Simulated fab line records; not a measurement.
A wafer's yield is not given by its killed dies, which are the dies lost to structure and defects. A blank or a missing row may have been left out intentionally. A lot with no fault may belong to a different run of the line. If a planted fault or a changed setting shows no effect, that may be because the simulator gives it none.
Which tool is to blame? :: flow gf180mcu :: Sampling: 13 lots, 39 wafers, 2 of 602 route steps

== WHAT EACH GAUGE READ, for each wafer ==
GF_POLY_GATE_CD_MEAS_10 targets a cd of 280 nm.
lot: L988
measured: day 9 01:38
on: cd-sem-02
cd-nm (nm): 279.4 278.7 280.1

lot: L989
measured: day 9 12:46
on: cd-sem-01
cd-nm (nm): 278.3 278.9 278.0

lot: L990
measured: day 9 18:12
on: cd-sem-01
cd-nm (nm): 282.2 281.1 280.1

lot: L993
measured: day 10 16:58
on: cd-sem-01
cd-nm (nm): 278.2 279.0 278.5

lot: L102
measured: day 13 08:20
on: cd-sem-01
cd-nm (nm): 279.5 280.2 279.6

lot: L103
measured: day 13 18:43
on: cd-sem-02
cd-nm (nm): 280.0 279.2 277.5

lot: L104
measured: day 13 23:09
on: cd-sem-02
cd-nm (nm): 279.8 279.3 280.9

lot: L105
measured: day 14 09:52
on: cd-sem-02
cd-nm (nm): 279.4 280.0 280.1

lot: L106
measured: day 14 13:38
on: cd-sem-01
cd-nm (nm): 280.2 279.8 280.4

lot: L107
measured: day 14 23:31
on: cd-sem-02
cd-nm (nm): 279.6 279.6 279.4

lot: L108
measured: day 15 05:19
on: cd-sem-01
cd-nm (nm): 277.4 277.0 276.9

lot: L110
measured: day 15 15:49
on: cd-sem-01
cd-nm (nm): 279.8 279.9 279.7

lot: L111
measured: day 16 02:58
on: cd-sem-02
cd-nm (nm): 280.2 279.9 279.0

== EACH LOT AND THE TOOL THAT RAN IT (in order: tool; ch and the chambers of the sampled wafers; start) ==
lot: L988
GF_DUAL_GATE_STRIP_13: plasma-asher-03 ch 0,1, day 8 05:28

lot: L989
GF_DUAL_GATE_STRIP_13: plasma-asher-02 ch 0,1, day 8 16:07

lot: L990
GF_DUAL_GATE_STRIP_13: plasma-asher-03 ch 0,1, day 8 21:35

lot: L993
GF_DUAL_GATE_STRIP_13: plasma-asher-02 ch 0,1, day 9 18:43

lot: L102
GF_DUAL_GATE_STRIP_13: plasma-asher-02 ch 0,1, day 12 08:56

lot: L103
GF_DUAL_GATE_STRIP_13: plasma-asher-01 ch 0,1, day 12 19:46

lot: L104
GF_DUAL_GATE_STRIP_13: plasma-asher-03 ch 0,1, day 12 23:34

lot: L105
GF_DUAL_GATE_STRIP_13: plasma-asher-02 ch 0,1, day 13 10:34

lot: L106
GF_DUAL_GATE_STRIP_13: plasma-asher-03 ch 0,1, day 13 14:19

lot: L107
GF_DUAL_GATE_STRIP_13: plasma-asher-03 ch 0,1, day 13 22:28

lot: L108
GF_DUAL_GATE_STRIP_13: plasma-asher-02 ch 0,1, day 14 04:28

lot: L110
GF_DUAL_GATE_STRIP_13: plasma-asher-03 ch 0,1, day 14 14:44

lot: L111
GF_DUAL_GATE_STRIP_13: plasma-asher-01 ch 0,1, day 15 02:38
- GF_DUAL_GATE_STRIP_13: strips in O2/N2.

== AS READ BY THE TOOLS THEMSELVES (means over the sampled wafers that have a number; for cases with no such wafer, the mark the record gives instead) ==
GF_DUAL_GATE_STRIP_13.
lot: L988
tool: plasma-asher-03
drypump-motor-current-A (A): 5.6
heater-power-w (W): 363
oes-product-au (a.u.): 0.716
platen-temp-c (C): 250.15
strip-time-to-endpoint-s (s): 12.58

lot: L989
tool: plasma-asher-02
drypump-motor-current-A (A): 6.0
heater-power-w (W): 302
oes-product-au (a.u.): 0.715
platen-temp-c (C): 250.07
strip-time-to-endpoint-s (s): 12.60

lot: L990
tool: plasma-asher-03
drypump-motor-current-A (A): 5.6
heater-power-w (W): 360
oes-product-au (a.u.): 0.717
platen-temp-c (C): 250.07
strip-time-to-endpoint-s (s): 12.63

lot: L993
tool: plasma-asher-02
drypump-motor-current-A (A): 6.0
heater-power-w (W): 302
oes-product-au (a.u.): 0.714
platen-temp-c (C): 250.23
strip-time-to-endpoint-s (s): 12.64

lot: L102
tool: plasma-asher-02
drypump-motor-current-A (A): 6.0
heater-power-w (W): 298
oes-product-au (a.u.): 0.717
platen-temp-c (C): 250.03
strip-time-to-endpoint-s (s): 12.68

lot: L103
tool: plasma-asher-01
drypump-motor-current-A (A): 5.6
heater-power-w (W): 331
oes-product-au (a.u.): 0.719
platen-temp-c (C): 249.96
strip-time-to-endpoint-s (s): 12.59

lot: L104
tool: plasma-asher-03
drypump-motor-current-A (A): 5.6
heater-power-w (W): 362
oes-product-au (a.u.): 0.717
platen-temp-c (C): 250.13
strip-time-to-endpoint-s (s): 12.61

lot: L105
tool: plasma-asher-02
drypump-motor-current-A (A): 6.0
heater-power-w (W): 321
oes-product-au (a.u.): 0.717
platen-temp-c (C): 250.19
strip-time-to-endpoint-s (s): 12.70

lot: L106
tool: plasma-asher-03
drypump-motor-current-A (A): 5.6
heater-power-w (W): 357
oes-product-au (a.u.): 0.716
platen-temp-c (C): 249.96
strip-time-to-endpoint-s (s): 12.61

lot: L107
tool: plasma-asher-03
drypump-motor-current-A (A): 6.0
heater-power-w (W): 384
oes-product-au (a.u.): 0.713
platen-temp-c (C): 249.96
strip-time-to-endpoint-s (s): 12.65

lot: L108
tool: plasma-asher-02
drypump-motor-current-A (A): 6.0
heater-power-w (W): 304
oes-product-au (a.u.): 0.719
platen-temp-c (C): 249.90
strip-time-to-endpoint-s (s): 12.65

lot: L110
tool: plasma-asher-03
drypump-motor-current-A (A): 5.6
heater-power-w (W): 359
oes-product-au (a.u.): 0.715
platen-temp-c (C): 249.87
strip-time-to-endpoint-s (s): 12.65

lot: L111
tool: plasma-asher-01
drypump-motor-current-A (A): 5.6
heater-power-w (W): 351
oes-product-au (a.u.): 0.719
platen-temp-c (C): 250.07
strip-time-to-endpoint-s (s): 12.61

== THE ANSWER, worked out from the rows above alone ==
Rule: the lots themselves supply what counts as usual. Put in order of their means at a reading, lots are off if they are a third of the lots or fewer, leave a main group of 4 or more, and stand apart from it by a gap of 3 or more times the standard deviation of the main group's means; of several such gaps the widest counts. If all means in a main group match to the digits the tables above print for the reading, that group is not used. Also off: a lot with no number at a reading for which 4 or more lots have one. All remaining lots with rows at the step are treated as sound. The gauges are gone through in route order, then the tools' own readings, and for those a lot's mean is taken as printed above. At the first step where some lot is off, the reading lying furthest off is the one used; lots without a number count as furthest.
Nothing can be told from this: no lot is off at any reading shown.

== WHAT THE SIMULATOR HAD PUT IN ==
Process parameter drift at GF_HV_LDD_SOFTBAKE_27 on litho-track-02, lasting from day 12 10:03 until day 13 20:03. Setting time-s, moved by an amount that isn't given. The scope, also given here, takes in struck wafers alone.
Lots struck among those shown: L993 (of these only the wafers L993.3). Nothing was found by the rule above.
